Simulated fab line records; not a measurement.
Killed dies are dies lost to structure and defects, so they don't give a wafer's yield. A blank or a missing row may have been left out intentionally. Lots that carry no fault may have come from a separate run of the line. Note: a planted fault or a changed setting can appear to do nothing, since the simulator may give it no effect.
Matching of chambers | flow sky130 | cmp-02 running SKY_CONTACT_CMP_04: 4 sister chambers
The step polishes SiO2. 8 wafers are shown with their chamber, then 12 later ones without.

== WAFERS, EACH WITH ITS CHAMBER ==
wafer  | chamber | motorCurrentA (A) | timeToEndpointS (s)
L078.4 | 1       | 11.1              | 83
L081.6 | 1       | 11.4              | 81
L087.4 | 3       | 10.6              | 79
L088.5 | 3       | 10.6              | 79
L088.6 | 0       | 12.8              | 90
L090.3 | 2       | 13.2              | 87
L090.4 | 0       | 12.2              | 85
L090.5 | 2       | 13.4              | 84

== WAFERS MISSING THEIR CHAMBER ==
wafer  | motorCurrentA (A) | timeToEndpointS (s)
L091.3 | 11.6              | 88
L091.4 | 13.8              | 84
L091.5 | 11.5              | 86
L097.2 | 10.3              | 77
L097.3 | 12.9              | 85
L097.5 | 10.0              | 77
L096.1 | 12.8              | 84
L096.2 | 9.6               | 77
L096.6 | 10.4              | 77
L095.2 | 12.7              | 86
L095.4 | 11.1              | 89
L095.6 | 12.0              | 86

== WHICH CHAMBER EACH WENT THROUGH ==
wafer  | from the rows above     | in truth
L091.3 | can't be placed: 1 or 0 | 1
L091.4 | 2                       | 2
L091.5 | 1                       | 1
L097.2 | 3                       | 3
L097.3 | can't be placed: 2 or 0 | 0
L097.5 | 3                       | 3
L096.1 | can't be placed: 0 or 2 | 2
L096.2 | 3                       | 3
L096.6 | 3                       | 3
L095.2 | can't be placed: 0 or 2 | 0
L095.4 | can't be placed: 1 or 3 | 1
L095.6 | can't be placed: 0 or 1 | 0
6 of 12 placed correctly. Unplaceable from these rows: 6, with the true chamber sitting among the candidates in 6. 0 placed wrongly.
How it was worked out, from the rows above alone: a wafer's distance from a chamber is the root of the sum, over the readings, of the square of ((its reading less the chamber's mean) divided by the reading's scatter). The wafer belongs to the nearest chamber; if the next one is less than 2 further off, it can't be placed. A chamber's mean is the mean of its shown wafers. The scatter is the square root of a quotient: the sum, over the shown wafers, of each reading's squared deviation from its chamber's mean, divided by wafers minus chambers.
